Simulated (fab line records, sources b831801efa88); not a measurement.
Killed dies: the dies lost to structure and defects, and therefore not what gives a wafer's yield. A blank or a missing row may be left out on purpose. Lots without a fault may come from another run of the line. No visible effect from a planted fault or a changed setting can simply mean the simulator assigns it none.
Matching of chambers ; flow sky130 ; rie_diel-04 running SKY_VIA1_ETCH_14: 4 sister chambers
The step etches BARC in N2/H2, stops on SiO2, time 45.9 s, target depth 60 nm. 14 wafers are shown with their chamber, then 7 later ones without.

## WAFERS PAIRED WITH THEIR CHAMBERS
wafer;chamber;oes_product_au (a.u.);throttle_valve_pct (%)
L573.1;0;0.851;13.221
L573.2;2;0.860;13.225
L573.4;3;0.850;13.226
L576.2;3;0.852;13.227
L576.4;1;0.851;13.243
L576.6;2;0.854;13.227
L580.1;1;0.852;13.214
L580.2;0;0.850;13.218
L580.3;2;0.857;13.231
L585.1;3;0.854;13.225
L585.2;1;0.854;13.229
L585.3;0;0.856;13.221
L586.1;2;0.853;13.215
L586.3;1;0.851;13.236

SIGNATURES (means of the wafers above)
reading;chamber 0;chamber 1;chamber 2;chamber 3;scatter within a chamber
oes_product_au;0.85233;0.85200;0.85600;0.85200;0.00254
throttle_valve_pct;13.22000;13.23050;13.22450;13.22600;0.0078
Rule: a wafer lies at a distance from a chamber equal to the root of the sum of squares, over the readings, of (its reading less the chamber's mean, divided by the reading's scatter). The wafer belongs to the nearest chamber; if the next one is less than 2 further off, it can't be placed. The scatter: the root of (the sum of the squares of (reading less its chamber's mean) over the shown wafers, divided by (wafers less chambers)).

## WAFERS WITHOUT THEIR CHAMBER
wafer;oes_product_au (a.u.);throttle_valve_pct (%)
L586.6;0.851;13.221
L587.2;0.857;13.219
L587.4;0.855;13.212
L587.6;0.854;13.235
L589.1;0.851;13.244
L589.5;0.857;13.229
L589.6;0.857;13.201

## EACH ONE'S CHAMBER
wafer;from the rows above;in truth
L586.6;can't be placed: 0 or 3 or 1 or 2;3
L587.2;can't be placed: 2 or 0 or 3 or 1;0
L587.4;can't be placed: 0 or 2 or 3 or 1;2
L587.6;can't be placed: 1 or 3 or 2 or 0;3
L589.1;can't be placed: 1 or 3 or 0 or 2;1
L589.5;can't be placed: 2 or 1 or 3 or 0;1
L589.6;can't be placed: 2 or 0 or 3 or 1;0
Placed correctly: 0 of 7. These rows do not allow placing 7 (true chamber among the candidates in 7). Wrongly placed: 0.
